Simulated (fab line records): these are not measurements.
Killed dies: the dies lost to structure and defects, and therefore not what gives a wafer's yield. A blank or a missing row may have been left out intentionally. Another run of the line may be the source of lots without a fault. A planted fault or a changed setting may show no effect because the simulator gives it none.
fab line records	flow sky130
record: lots: 9	wafers: 27	last-day: 50
route steps=708 shown METAL1@451 VIA2@520 CAPM@539 PAD_OPEN@708
lots that met no fault: from a run of the same line without faults
start-h: start of the lot's first displayed wafer, in hours after the record's first day	wait-h: how many hours have passed since the lot's step before this one	" as in the row above	L1.1+2: a row that stands for several wafers	- no value, or no start was given	* or withheld: withheld	< > ~ a bound
route shown NAME@n: NAME is a module with steps in the file, n the number in the route of the first one	usual: mean/standard deviation of fault-free wafers	same: alike in all rows	chamber/n: place in a boat	sites: the reading at each site	_std_site: their standard deviation	_edge_site: mean of outer sites minus mean of inner sites	radius-mm: how far each site lies from the wafer's centre	mask NAME#n: copy n	behind: the most recent tool/chamber to have shaped the wafer	hold: reason for holding the lot/hours on hold/outcome of the hold	device: the n, p or np transistor that did not switch	end of line: tests of these same wafers at the route's end	for a step that has no rows: nothing shown but its recipe	killed: dies that structure and defects cost at the first sort, which is not the same as the wafer's yield	map: a wafer's dies, marking killed ones x, the rest . and places with no die _
set.NAME: the setting that was run; set.NAME@STEP: the one run at that earlier step	model.NAME: the simulator's own value behind a step, which no gauge read
a sample of lots followed through the steps of the route, with each step as a table and each wafer as a row
services: the hour from which a tool's chamber was out of use, counted from the record's first day as start-h (under 0 if before that day), plus the number of hours and why
== steps ==
step: SKY_METAL1_DESCUM_17
recipe: chemistry: O2	source-power-w: 150	bias-power-w: 0	pressure-mtorr: 10	temp-c: 40	time-s: 8
usual: drypump-motor-current-A: 6.00/0.2	he-backside-leak-sccm: 3.40/0.21	oes-product-au: 0.994/0.0078	temp-c: 39.99/0.1
lot.wafer	tool	chamber	start-h	wait-h	drypump-motor-current-A	he-backside-leak-sccm	oes-product-au	rf-hours-counter-h	temp-c
L398.1	rie-metal-04	0	791.26	0.0	5.75	3.15	0.992	13	39.86
L398.3	"	0	"	"	5.74	3.06	0.980	-	39.98
L398.6	"	0	"	"	5.73	3.30	0.978	-	39.97
L399.1	rie-metal-01	1	792.10	0.0	5.94	3.15	0.992	2	40.06
L399.4	"	0	"	"	5.99	3.86	0.989	-	39.97
L399.5	"	1	"	"	5.97	3.30	0.996	-	39.97
L403.1	rie-metal-03	0	821.45	0.0	5.86	3.12	1.014	14	40.18
L403.4	"	1	"	"	6.36	3.53	1.001	-	40.10
L403.5	"	0	"	"	5.84	3.22	1.014	-	40.07
L411.1	rie-metal-01	0	883.66	0.0	5.97	3.32	0.994	11	40.07
L411.2	"	0	"	"	5.93	3.67	0.986	-	40.03
L411.3	"	0	"	"	5.99	3.48	0.991	-	40.07
L413.3	rie-metal-01	0	885.28	0.0	6.00	3.74	0.992	-	40.01
L413.5	"	0	"	"	6.01	3.57	0.988	-	40.04
L413.6	"	0	"	"	6.01	3.56	0.990	-	40.07
L412.2	rie-metal-03	1	885.61	0.0	6.39	3.34	1.002	1	39.95
L412.3	"	0	"	"	5.83	3.30	0.994	-	39.98
L412.4	"	1	"	"	6.38	3.30	0.995	-	40.03
L415.3	rie-metal-01	0	904.49	0.0	5.97	3.62	0.990	-	39.88
L415.4	"	0	"	"	5.98	3.63	1.006	-	39.91
L415.6	"	0	"	"	5.97	3.78	0.999	-	39.78
L418.2	rie-metal-01	0	914.61	0.0	6.00	3.26	0.992	14	40.13
L418.4	"	0	"	"	5.99	3.35	0.990	-	40.06
L418.5	"	0	"	"	6.00	3.37	1.000	-	39.97
L420.1	rie-metal-03	1	931.06	0.0	6.39	3.35	1.003	3	40.06
L420.2	"	0	"	"	5.83	3.30	0.989	4	39.94
L420.6	"	0	"	"	5.83	3.38	0.989	-	40.03
step: SKY_METAL1_METAL_ETCH_19
recipe: target-depth-a: 3600	stop-on: SiO2	over-etch-frac: 0.3	time-s: 78	chemistry: Cl2/BCl3	resist-sidewall-deg: 88	pressure-mtorr: 10	icp-w: 900	bias-w: 48.5	Cl2_flow_sccm: 60	bcl3-flow-sccm: 30
usual: bias-w: 48.49/0.16	drypump-motor-current-A: 6.00/0.21	he-backside-leak-sccm: 3.41/0.29	oes-product-au: 0.855/0.0054	throttle-valve-pct: 22.265/0.0082
same: over-etch-frac: 0.3
lot.wafer	tool	chamber	start-h	wait-h	bias-w	drypump-motor-current-A	he-backside-leak-sccm	oes-product-au	rf-hours-counter-h	throttle-valve-pct
L398.1	rie-metal-04	0	791.45	0.1	48.41	5.73	3.03	0.854	14	22.253
L398.3	"	0	"	"	48.53	5.74	3.11	0.860	-	22.254
L398.6	"	0	"	"	48.52	5.73	3.13	0.857	-	22.268
L399.1	rie-metal-01	1	792.19	0.0	48.42	5.98	3.14	0.860	2	22.264
L399.4	"	0	"	"	48.55	5.97	3.65	0.860	-	22.259
L399.5	"	1	"	"	48.43	5.95	3.22	0.858	-	22.263
L403.1	rie-metal-03	0	821.54	0.0	48.32	5.80	3.27	0.853	14	22.272
L403.4	"	1	"	"	48.55	6.39	3.51	0.844	-	22.275
L403.5	"	0	"	"	48.52	5.83	3.23	0.851	-	22.273
L411.1	rie-metal-01	0	883.85	0.1	48.42	5.97	3.44	0.857	11	22.276
L411.2	"	0	"	"	48.70	5.98	3.36	0.858	-	22.254
L411.3	"	0	"	"	48.42	5.98	3.60	0.848	-	22.272
L413.3	rie-metal-01	0	885.51	0.1	48.16	6.00	3.50	0.858	-	22.267
L413.5	"	0	"	"	48.31	5.97	3.69	0.860	-	22.275
L413.6	"	0	"	"	48.29	5.96	3.64	0.862	-	22.261
L412.2	rie-metal-03	1	885.70	0.0	48.51	6.38	3.39	0.862	1	22.266
L412.3	"	0	"	"	48.69	5.86	3.19	0.856	-	22.257
L412.4	"	1	"	"	48.40	6.39	3.40	0.852	-	22.261
L415.3	rie-metal-01	0	904.72	0.1	48.55	5.99	3.57	0.855	-	22.263
L415.4	"	0	"	"	48.50	5.97	3.21	0.848	-	22.278
L415.6	"	0	"	"	48.74	5.94	3.30	0.856	-	22.261
L418.2	rie-metal-01	0	914.70	0.0	48.50	6.01	3.51	0.844	14	22.267
L418.4	"	0	"	"	48.32	6.02	3.52	0.845	-	22.276
L418.5	"	0	"	"	48.65	6.02	3.42	0.851	-	22.256
L420.1	rie-metal-03	1	931.15	0.0	48.63	6.35	3.38	0.849	3	22.279
L420.2	"	0	"	"	48.74	5.82	3.14	0.853	4	22.247
L420.6	"	0	"	"	48.53	5.84	3.33	0.847	-	22.271
step: SKY_VIA2_OVL_MEAS_13
usual: VIA2_OVL: -1/5.2
lot.wafer	tool	chamber	start-h	wait-h	VIA2_OVL[nm]
L398.1	overlay-02	-	875.21	0.1	-4
L398.3	"	-	"	"	-5
L398.6	"	-	"	"	-7
L399.1	overlay-02	-	875.92	0.1	-17
L399.4	"	-	"	"	-13
L399.5	"	-	"	"	-9
L403.1	overlay-01	-	903.02	0.1	1
L403.4	"	-	"	"	4
L403.5	"	-	"	"	-5
L411.1	overlay-02	-	961.82	0.1	2
L411.2	"	-	"	"	5
L411.3	"	-	"	"	4
L412.2	overlay-02	-	964.38	0.1	-4
L412.3	"	-	"	"	6
L412.4	"	-	"	"	-1
L413.3	overlay-02	-	964.79	0.1	-4
L413.5	"	-	"	"	-3
L413.6	"	-	"	"	3
L415.3	overlay-01	-	980.78	0.1	0
L415.4	"	-	"	"	0
L415.6	"	-	"	"	0
L418.2	overlay-01	-	990.17	0.1	12
L418.4	"	-	"	"	0
L418.5	"	-	"	"	-2
L420.1	overlay-01	-	1006.52	0.1	-9
L420.2	"	-	"	"	-7
L420.6	"	-	"	"	-3
step: SKY_CAPM_SPUTTER_02
recipe: material: TiN	target-thk-nm: 200	temp-c: 300	power-w: 6500	time-s: 166.7	chamber-pressure-pa: 0.4
usual: chamber-pressure-pa: 0.4001/0.00085	throttle-valve-pct: 29.8/0.62
lot.wafer	tool	chamber	start-h	wait-h	chamber-pressure-pa	throttle-valve-pct
L398.1	pvd-sputter-01	-	876.85	0.1	0.4000	28.7
L398.3	"	-	"	"	0.4002	29.7
L398.6	"	-	"	"	0.4002	29.9
L399.1	pvd-sputter-04	-	877.56	0.1	0.3996	29.8
L399.4	"	-	"	"	0.4005	30.0
L399.5	"	-	"	"	0.4006	30.6
L403.1	pvd-sputter-01	-	904.66	0.1	0.4015	30.0
L403.4	"	-	"	"	0.4000	29.2
L403.5	"	-	"	"	0.4006	29.2
L411.1	pvd-sputter-01	-	963.47	0.1	0.3979	30.1
L411.2	"	-	"	"	0.3998	28.8
L411.3	"	-	"	"	0.4008	29.1
L412.2	pvd-sputter-04	-	966.13	0.0	0.3990	30.3
L412.3	"	-	"	"	0.3997	30.3
L412.4	"	-	"	"	0.4011	30.3
L413.3	pvd-sputter-04	-	966.45	0.0	0.3993	30.4
L413.5	"	-	"	"	0.4002	30.4
L413.6	"	-	"	"	0.4009	30.1
L415.3	pvd-sputter-04	-	982.41	0.0	0.4004	30.2
L415.4	"	-	"	"	0.3998	29.9
L415.6	"	-	"	"	0.4000	30.1
L418.2	pvd-sputter-03	-	991.81	0.0	0.4011	30.6
L418.4	"	-	"	"	0.3999	31.1
L418.5	"	-	"	"	0.4007	29.1
L420.1	pvd-sputter-04	-	1008.17	0.1	0.4000	29.9
L420.2	"	-	"	"	0.3991	29.9
L420.6	"	-	"	"	0.3997	30.7
step: SKY_CAPM_RS_MEAS_03
recipe: thk-meas-gauge: four-point-probe	reads: TiN_of_CAPM_SPUTTER_02
usual: CAPM_TIN_RS: 6.89/0.063
lot.wafer	tool	chamber	start-h	wait-h	CAPM_TIN_RS[ohm/sq]
L398.1	film-metro-02	-	876.97	0.1	6.84
L398.3	"	-	"	"	6.84
L398.6	"	-	"	"	6.83
L399.1	film-metro-02	-	877.67	0.1	6.89
L399.4	"	-	"	"	6.84
L399.5	"	-	"	"	6.88
L403.1	film-metro-03	-	904.77	0.1	6.80
L403.4	"	-	"	"	6.87
L403.5	"	-	"	"	6.85
L411.1	film-metro-02	-	963.58	0.1	5.94
L411.2	"	-	"	"	6.79
L411.3	"	-	"	"	6.03
L412.2	film-metro-04	-	966.26	0.1	6.91
L412.3	"	-	"	"	6.94
L412.4	"	-	"	"	6.91
L413.3	film-metro-03	-	966.61	0.1	6.95
L413.5	"	-	"	"	6.94
L413.6	"	-	"	"	6.91
L415.3	film-metro-02	-	982.56	0.1	6.97
L415.4	"	-	"	"	6.96
L415.6	"	-	"	"	6.88
L418.2	film-metro-03	-	991.94	0.1	6.83
L418.4	"	-	"	"	6.86
L418.5	"	-	"	"	6.85
L420.1	film-metro-04	-	1008.28	0.1	6.95
L420.2	"	-	"	"	6.98
L420.6	"	-	"	"	6.95
step: SKY_CAPM_THK_MEAS_04
recipe: thk-meas-gauge: xrf	reads: TiN_of_CAPM_SPUTTER_02
usual: CAPM_TIN_THK: 202.3/2
lot.wafer	tool	chamber	start-h	wait-h	CAPM_TIN_THK[nm]
L398.1	film-metro-02	-	877.09	0.1	205.3
L398.3	"	-	"	"	204.8
L398.6	"	-	"	"	204.3
L399.1	film-metro-02	-	877.79	0.1	204.0
L399.4	"	-	"	"	204.3
L399.5	"	-	"	"	203.4
L403.1	film-metro-03	-	904.89	0.1	203.3
L403.4	"	-	"	"	201.8
L403.5	"	-	"	"	202.3
L411.1	film-metro-02	-	963.70	0.1	234.9
L411.2	"	-	"	"	206.5
L411.3	"	-	"	"	231.4
L412.2	film-metro-04	-	966.37	0.1	202.0
L412.3	"	-	"	"	200.6
L412.4	"	-	"	"	201.7
L413.3	film-metro-03	-	966.71	0.1	199.3
L413.5	"	-	"	"	200.0
L413.6	"	-	"	"	199.9
L415.3	film-metro-02	-	982.66	0.1	201.0
L415.4	"	-	"	"	201.4
L415.6	"	-	"	"	203.5
L418.2	film-metro-03	-	992.05	0.1	204.0
L418.4	"	-	"	"	202.7
L418.5	"	-	"	"	204.4
L420.1	film-metro-04	-	1008.40	0.1	199.0
L420.2	"	-	"	"	198.1
L420.6	"	-	"	"	198.4
step: SKY_CAPM_METAL_ETCH_13
recipe: target-depth-nm: 220	stop-on: SiO2	chemistry: Cl2/BCl3	target: TiN	pressure-mtorr: 10	icp-w: 900	bias-w: 48.5	Cl2_flow_sccm: 60	bcl3-flow-sccm: 30	time-s: 62.9
usual: bias-w: 48.53/0.16	drypump-motor-current-A: 5.98/0.21	he-backside-leak-sccm: 3.34/0.24	oes-product-au: 0.942/0.0066	throttle-valve-pct: 21.901/0.0097
lot.wafer	tool	chamber	start-h	wait-h	bias-w	drypump-motor-current-A	he-backside-leak-sccm	oes-product-au	rf-hours-counter-h	throttle-valve-pct
L398.1	rie-metal-03	0	902.38	0.0	48.71	5.87	3.18	0.949	2	21.891
L398.3	"	0	"	"	48.66	5.84	3.32	0.954	-	21.909
L398.6	"	1	"	"	48.34	6.38	3.30	0.948	-	21.883
L399.1	rie-metal-01	0	902.68	0.0	48.46	6.02	3.77	0.940	13	21.887
L399.4	"	0	"	"	48.60	6.02	3.82	0.943	-	21.909
L399.5	"	0	"	"	48.75	6.00	3.53	0.940	-	21.892
L403.1	rie-metal-01	1	929.19	0.0	48.64	5.98	3.16	0.951	4	21.893
L403.4	"	1	"	"	48.68	5.97	3.34	0.943	-	21.900
L403.5	"	1	"	"	48.61	5.99	3.21	0.950	-	21.890
L411.1	rie-metal-02	0	986.34	0.0	48.36	6.14	3.69	0.996	3	21.846
L411.2	"	1	"	"	48.44	5.65	3.00	0.952	5	21.886
L411.3	"	0	"	"	48.33	6.14	3.52	0.989	-	21.855
L412.2	rie-metal-01	1	988.74	0.0	48.26	5.98	3.35	0.934	6	21.910
L412.3	"	1	"	"	48.46	5.99	3.18	0.940	-	21.925
L412.4	"	0	"	"	48.63	5.98	3.80	0.941	-	21.895
L413.3	rie-metal-02	1	989.41	0.0	48.48	5.68	3.10	0.937	-	21.907
L413.5	"	0	"	"	48.49	6.16	3.56	0.941	-	21.908
L413.6	"	1	"	"	48.54	5.65	3.00	0.936	-	21.888
L415.3	rie-metal-02	1	1005.32	0.0	48.44	5.65	3.02	0.928	-	21.902
L415.4	"	0	"	"	48.51	6.14	3.43	0.940	-	21.901
L415.6	"	1	"	"	48.72	5.67	3.12	0.940	-	21.908
L418.2	rie-metal-03	1	1014.74	0.0	48.44	6.40	3.24	0.958	8	21.923
L418.4	"	0	"	"	48.78	5.85	3.18	0.939	-	21.888
L418.5	"	1	"	"	48.46	6.40	3.36	0.946	-	21.896
L420.1	rie-metal-01	0	1030.98	0.0	48.52	5.97	3.34	0.939	19	21.905
L420.2	"	1	"	"	48.56	5.97	3.34	0.942	8	21.891
L420.6	"	0	"	"	48.48	5.99	3.35	0.938	-	21.901
step: SKY_PAD_OPEN_PROBE_99
usual: defect-limited-yield: 82.3/1.8	killed_at_M0_to_M3: 44/6.9	killed_at_M4_up: 3.3/1.7	killed-at-contacts: 24/5.5	killed-at-front-end: 16/4.5	killed-at-other: 0.2/0.46	killed-dies: 87/9.1	killed-open: 48/7.3	killed-short: 39/6.2
same: gross-dies: 492	killed-at-back-side: 0
lot.wafer	tool	chamber	start-h	wait-h	defect-limited-yield[%]	killed_at_M0_to_M3	killed_at_M4_up	killed-at-contacts	killed-at-front-end	killed-at-other	killed-dies	killed-open	killed-short
L398.1	prober-01	-	1097.86	0.1	83.7	38	0	26	16	0	80	45	34
L398.3	prober-01	-	1097.96	0.2	79.1	52	4	25	21	1	103	62	40
L398.6	prober-01	-	1098.11	0.2	82.5	43	1	25	17	0	86	50	33
L399.1	prober-02	-	1098.37	0.1	82.3	40	5	22	20	0	87	50	37
L399.4	prober-02	-	1098.52	0.2	81.9	42	5	27	15	0	89	53	36
L399.5	prober-02	-	1098.57	0.2	81.1	45	8	24	16	0	93	46	47
L403.1	prober-01	-	1118.37	0.1	82.7	47	2	16	20	0	85	54	31
L403.4	prober-01	-	1118.52	0.2	78.5	45	2	32	27	0	106	69	34
L403.5	prober-01	-	1118.57	0.2	80.7	44	1	31	19	0	95	46	49
L411.1	prober-01	-	1163.22	0.1	79.9	48	2	23	26	0	99	57	42
L411.2	prober-01	-	1163.27	0.1	84.1	36	8	20	14	0	78	43	35
L411.3	prober-01	-	1163.32	0.2	82.3	49	2	19	17	0	87	54	33
L412.2	prober-02	-	1168.31	0.1	82.9	40	4	26	14	0	84	41	43
L412.3	prober-02	-	1168.36	0.2	84.1	47	2	14	15	0	78	37	41
L412.4	prober-02	-	1168.41	0.2	84.1	43	0	27	8	0	78	43	35
L413.3	prober-01	-	1169.52	0.2	81.9	53	2	23	11	0	89	56	33
L413.5	prober-01	-	1169.62	0.2	80.1	47	5	29	17	0	98	52	46
L413.6	prober-01	-	1169.67	0.2	79.3	51	2	34	15	0	102	62	40
L415.3	prober-02	-	1179.51	0.2	80.3	53	4	29	11	0	97	60	37
L415.4	prober-02	-	1179.56	0.2	81.1	47	1	22	21	2	93	45	48
L415.6	prober-02	-	1179.66	0.2	82.7	42	1	26	16	0	85	49	36
L418.2	prober-01	-	1186.42	0.1	81.7	36	3	27	24	0	90	50	40
L418.4	prober-01	-	1186.52	0.2	83.7	43	4	23	10	0	80	46	33
L418.5	prober-01	-	1186.57	0.2	83.1	33	5	27	18	0	83	47	36
L420.1	prober-01	-	1197.10	0.1	83.1	39	2	27	15	0	83	43	40
L420.2	prober-01	-	1197.15	0.1	83.1	52	2	15	14	0	83	42	41
L420.6	prober-01	-	1197.35	0.2	84.3	40	2	20	14	1	77	37	40
killed by level:class
L398.1 LI_CONTACT:geometric-particle:open=10 METAL1:geometric-particle:short=9 CONTACT:geometric-particle:open=8 VIA2:geometric-particle:open=7 VIA1:geometric-particle:short=5 VIA1:geometric-particle:open=5 LOCAL_INTERCONNECT:geometric-particle:short=4 VIA2:geometric-particle:short=4
L398.3 VIA1:geometric-particle:open=13 CONTACT:geometric-particle:open=10 VIA3:geometric-particle:open=9 LI_CONTACT:geometric-particle:open=7 VIA1:geometric-particle:short=7 METAL2:geometric-particle:short=6 FIELD_ISO:geometric-particle:open=5 CONTACT:geometric-particle:short=4
L398.6 VIA1:geometric-particle:open=14 CONTACT:geometric-particle:open=10 LI_CONTACT:geometric-particle:open=6 LOCAL_INTERCONNECT:geometric-particle:short=5 METAL1:geometric-particle:short=5 VIA2:geometric-particle:short=5 FIELD_ISO:geometric-particle:short=4 VIA3:geometric-particle:open=4
L399.1 LI_CONTACT:geometric-particle:open=8 CONTACT:geometric-particle:open=8 VIA1:geometric-particle:open=6 FIELD_ISO:geometric-particle:open=6 POLY_GATE:geometric-particle:open=6 METAL2:geometric-particle:short=6 FIELD_ISO:geometric-particle:short=5 VIA2:geometric-particle:open=5
L399.4 CONTACT:geometric-particle:open=13 VIA1:geometric-particle:open=10 VIA2:geometric-particle:open=10 FIELD_ISO:geometric-particle:short=8 VIA3:geometric-particle:open=8 LI_CONTACT:geometric-particle:open=5 LI_CONTACT:geometric-particle:short=4 METAL2:geometric-particle:short=4
L399.5 LI_CONTACT:geometric-particle:open=8 VIA1:geometric-particle:open=8 METAL1:geometric-particle:short=7 VIA3:geometric-particle:open=7 CONTACT:geometric-particle:open=7 METAL4:geometric-particle:short=7 POLY_GATE:geometric-particle:short=5 POLY_GATE:geometric-particle:open=5
L403.1 VIA1:geometric-particle:open=14 VIA3:geometric-particle:open=9 VIA2:geometric-particle:open=8 FIELD_ISO:geometric-particle:open=6 METAL1:geometric-particle:short=6 FIELD_ISO:geometric-particle:short=5 POLY_GATE:geometric-particle:open=4 LI_CONTACT:geometric-particle:open=4
L403.4 VIA1:geometric-particle:open=14 CONTACT:geometric-particle:open=13 LI_CONTACT:geometric-particle:open=11 FIELD_ISO:geometric-particle:open=9 METAL1:geometric-particle:short=6 METAL2:geometric-particle:short=6 VIA3:geometric-particle:open=6 POLY_GATE:geometric-particle:open=5
L403.5 CONTACT:geometric-particle:open=11 LI_CONTACT:geometric-particle:open=8 FIELD_ISO:geometric-particle:short=7 VIA3:geometric-particle:short=7 VIA1:geometric-particle:short=7 CONTACT:geometric-particle:short=6 VIA2:geometric-particle:open=6 VIA3:geometric-particle:open=6
L411.1 VIA1:geometric-particle:open=13 POLY_GATE:geometric-particle:short=9 CONTACT:geometric-particle:open=8 FIELD_ISO:geometric-particle:open=7 VIA2:geometric-particle:open=7 CONTACT:geometric-particle:short=6 METAL3:geometric-particle:short=6 VIA1:geometric-particle:short=5
L411.2 VIA1:geometric-particle:open=11 LI_CONTACT:geometric-particle:open=8 CONTACT:geometric-particle:open=8 POLY_GATE:geometric-particle:short=5 FIELD_ISO:geometric-particle:short=4 FIELD_ISO:geometric-particle:open=4 VIA3:geometric-particle:open=4 METAL2:geometric-particle:short=4
L411.3 VIA2:geometric-particle:open=11 VIA1:geometric-particle:open=10 VIA3:geometric-particle:open=9 POLY_GATE:geometric-particle:short=7 VIA3:geometric-particle:short=6 FIELD_ISO:geometric-particle:open=5 CONTACT:geometric-particle:open=5 LI_CONTACT:geometric-particle:open=4
L412.2 LOCAL_INTERCONNECT:geometric-particle:short=13 VIA1:geometric-particle:open=9 VIA3:geometric-particle:open=8 CONTACT:geometric-particle:open=6 METAL1:geometric-particle:short=6 VIA1:geometric-particle:short=4 POLY_GATE:geometric-particle:open=3 POLY_GATE:geometric-particle:short=3
L412.3 VIA1:geometric-particle:open=11 METAL1:geometric-particle:short=8 METAL2:geometric-particle:short=7 CONTACT:geometric-particle:open=6 VIA3:geometric-particle:open=5 FIELD_ISO:geometric-particle:short=4 METAL3:geometric-particle:short=4 FIELD_ISO:geometric-particle:open=3
L412.4 CONTACT:geometric-particle:open=11 VIA1:geometric-particle:short=6 VIA1:geometric-particle:open=6 VIA2:geometric-particle:open=6 LI_CONTACT:geometric-particle:open=5 LOCAL_INTERCONNECT:geometric-particle:short=5 METAL2:geometric-particle:short=5 VIA3:geometric-particle:open=5
L413.3 VIA1:geometric-particle:open=16 VIA3:geometric-particle:open=11 CONTACT:geometric-particle:open=10 FIELD_ISO:geometric-particle:open=6 VIA3:geometric-particle:short=5 METAL1:geometric-particle:short=5 VIA1:geometric-particle:short=5 LOCAL_INTERCONNECT:geometric-particle:short=4
L413.5 CONTACT:geometric-particle:open=12 VIA1:geometric-particle:open=9 VIA3:geometric-particle:open=8 VIA1:geometric-particle:short=6 VIA2:geometric-particle:short=6 METAL4:geometric-particle:short=5 LI_CONTACT:geometric-particle:short=5 METAL3:geometric-particle:short=5
L413.6 CONTACT:geometric-particle:open=15 VIA1:geometric-particle:open=14 LI_CONTACT:geometric-particle:open=10 VIA2:geometric-particle:short=7 METAL2:geometric-particle:short=6 VIA3:geometric-particle:open=6 LOCAL_INTERCONNECT:geometric-particle:short=5 FIELD_ISO:geometric-particle:open=4
L415.3 VIA2:geometric-particle:open=13 CONTACT:geometric-particle:open=13 VIA3:geometric-particle:open=12 VIA1:geometric-particle:open=9 METAL1:geometric-particle:short=6 FIELD_ISO:geometric-particle:short=5 LI_CONTACT:geometric-particle:open=5 LI_CONTACT:geometric-particle:short=4
L415.4 VIA1:geometric-particle:open=9 VIA2:geometric-particle:open=9 FIELD_ISO:geometric-particle:short=7 METAL2:geometric-particle:short=7 METAL1:geometric-particle:short=6 CONTACT:geometric-particle:open=6 CONTACT:geometric-particle:short=6 FIELD_ISO:geometric-particle:open=5
L415.6 CONTACT:geometric-particle:open=13 VIA1:geometric-particle:open=10 VIA2:geometric-particle:open=8 CONTACT:geometric-particle:short=7 METAL2:geometric-particle:short=6 FIELD_ISO:geometric-particle:open=5 VIA3:geometric-particle:short=4 VIA3:geometric-particle:open=4
L418.2 LI_CONTACT:geometric-particle:open=9 CONTACT:geometric-particle:open=9 METAL1:geometric-particle:short=7 METAL2:geometric-particle:short=6 POLY_GATE:geometric-particle:short=5 POLY_GATE:geometric-particle:open=5 CONTACT:geometric-particle:short=5 FIELD_ISO:geometric-particle:open=4
L418.4 VIA1:geometric-particle:open=11 VIA2:geometric-particle:open=11 METAL1:geometric-particle:short=8 LI_CONTACT:geometric-particle:open=7 CONTACT:geometric-particle:open=7 CONTACT:geometric-particle:short=5 METAL2:geometric-particle:short=4 POLY_GATE:geometric-particle:open=3
L418.5 CONTACT:geometric-particle:open=9 VIA1:geometric-particle:open=8 LI_CONTACT:geometric-particle:open=7 POLY_GATE:geometric-particle:open=6 VIA1:geometric-particle:short=5 METAL2:geometric-particle:short=5 VIA3:geometric-particle:open=5 POLY_GATE:geometric-particle:short=4
L420.1 VIA1:geometric-particle:open=9 VIA3:geometric-particle:open=8 LOCAL_INTERCONNECT:geometric-particle:short=7 LI_CONTACT:geometric-particle:open=6 CONTACT:geometric-particle:short=6 POLY_GATE:geometric-particle:open=5 CONTACT:geometric-particle:open=5 VIA1:geometric-particle:short=5
L420.2 VIA2:geometric-particle:open=9 VIA1:geometric-particle:open=9 VIA3:geometric-particle:open=9 METAL2:geometric-particle:short=7 METAL1:geometric-particle:short=7 CONTACT:geometric-particle:open=6 VIA1:geometric-particle:short=5 POLY_GATE:geometric-particle:short=4
L420.6 METAL2:geometric-particle:short=9 VIA1:geometric-particle:open=8 CONTACT:geometric-particle:short=6 LI_CONTACT:geometric-particle:open=5 FIELD_ISO:geometric-particle:short=4 FIELD_ISO:geometric-particle:open=4 LOCAL_INTERCONNECT:geometric-particle:short=4 CONTACT:geometric-particle:open=4
== services ==
tool	chamber	start-h	hours	kind
rie-metal-01	1	811.51	9.1	repair
pvd-sputter-04	-	819.20	1.4	repair
rie-metal-03	0	822.58	-	clean
rie-metal-03	0	822.58	19.0	scheduled-down
rie-metal-03	0	822.58	19.0	vent-cycle
rie-metal-02	-	826.27	0.3	repair
rie-metal-01	1	838.27	71.5	repair
rie-metal-03	1	853.60	-	clean
rie-metal-03	1	853.60	16.2	scheduled-down
rie-metal-03	1	853.60	16.2	vent-cycle
pvd-sputter-04	2	877.67	-	consumable-replace:kit
pvd-sputter-04	2	877.67	18.0	scheduled-down
pvd-sputter-04	2	877.67	18.0	vent-cycle
rie-metal-02	1	881.25	-	clean
rie-metal-02	1	881.25	18.9	scheduled-down
rie-metal-02	1	881.25	18.9	vent-cycle
rie-metal-02	0	899.43	2.2	repair
rie-metal-02	0	920.50	-	clean
rie-metal-02	0	920.50	16.0	scheduled-down
pvd-sputter-01	-	923.36	0.9	repair
rie-metal-04	-	928.42	2.8	pm
rie-metal-02	-	959.38	1.4	pm
pvd-sputter-01	-	989.38	2.5	repair
rie-metal-01	-	1013.32	4.3	pm
== key ==
first-sign: step: SKY_CAPM_RS_MEAS_03	reading: CAPM_TIN_RS	direction: down	sigmas: 14	usual: 6.89	struck: 5.99
effect: step: SKY_CAPM_THK_MEAS_04	reading: CAPM_TIN_THK	direction: up	sigmas: 15	usual: 202.3	struck: 233.1
effect: step: SKY_CAPM_METAL_ETCH_13	reading: oes-product-au	direction: up	sigmas: 7.5	usual: 0.942	struck: 0.992
met-at SKY_CAPM_SPUTTER_02
struck-lots L411
struck-wafers L411.1,L411.3
not-acting-at SKY_METAL1_DESCUM_17,SKY_METAL1_METAL_ETCH_19,SKY_VIA2_OVL_MEAS_13
onset-between 904.66 963.47
fault: kind: process-parameter-drift	tool: pvd-sputter-01	chamber: -	onset-h: 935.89	steps: SKY_CAPM_SPUTTER_02	channel: time-s	offset: *	shape: step	end-h: 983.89	scope: struck-wafers-only	acts-in: *	stated: *
